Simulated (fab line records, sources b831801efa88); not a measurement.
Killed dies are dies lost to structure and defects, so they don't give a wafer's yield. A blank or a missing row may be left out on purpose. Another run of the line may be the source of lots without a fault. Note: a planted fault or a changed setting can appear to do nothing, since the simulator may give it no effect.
Matching of chambers    flow gf180mcu    rie-diel-04 running GF_CONTACT_ETCH_16: 4 sister chambers
The step etches BARC in N2/H2. 8 wafers are shown with their chamber, then 8 later ones without.

== WAFERS WITH THEIR CHAMBER ==
wafer   chamber  throttle-valve-pct (%)  n2-flow-sccm (sccm)
L917.4  2        13.232                  99.7
L921.1  0        13.230                  100.4
L921.5  2        13.227                  100.4
L921.6  1        13.235                  100.2
L922.3  1        13.244                  100.0
L930.4  0        13.220                  100.1
L930.6  3        13.221                  100.0
L932.1  3        13.242                  100.3

== WAFERS WHOSE CHAMBER IS MISSING ==
wafer   throttle-valve-pct (%)  n2-flow-sccm (sccm)
L932.4  13.207                  99.2
L932.6  13.240                  100.1
L933.1  13.242                  100.1
L933.3  13.227                  100.4
L933.5  13.227                  99.9
L938.1  13.232                  99.9
L938.5  13.220                  99.9
L938.6  13.221                  99.8

== WHICH CHAMBER EACH WENT THROUGH ==
wafer   from the rows above                in truth
L932.4  can't be placed: 2 or 0 or 3 or 1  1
L932.6  can't be placed: 1 or 3 or 2 or 0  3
L933.1  can't be placed: 1 or 3 or 2 or 0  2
L933.3  can't be placed: 0 or 3 or 2 or 1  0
L933.5  can't be placed: 2 or 3 or 0 or 1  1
L938.1  can't be placed: 2 or 3 or 1 or 0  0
L938.5  can't be placed: 2 or 0 or 3 or 1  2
L938.6  can't be placed: 2 or 0 or 3 or 1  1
Placed correctly: 0 of 8. These rows do not allow placing 8 (true chamber among the candidates in 8). Placed wrongly: 0.
How it was worked out, from the rows above alone: a wafer's distance from a chamber is the root of the sum, over the readings, of the square of ((its reading less the chamber's mean) divided by the reading's scatter). If the next closest chamber is less than 2 further off than the closest, the wafer can't be placed; otherwise it belongs to the closest. Each chamber's mean is taken over the wafers shown for it. The scatter: the root of (the sum of the squares of (reading less its chamber's mean) over the shown wafers, divided by (wafers less chambers)).
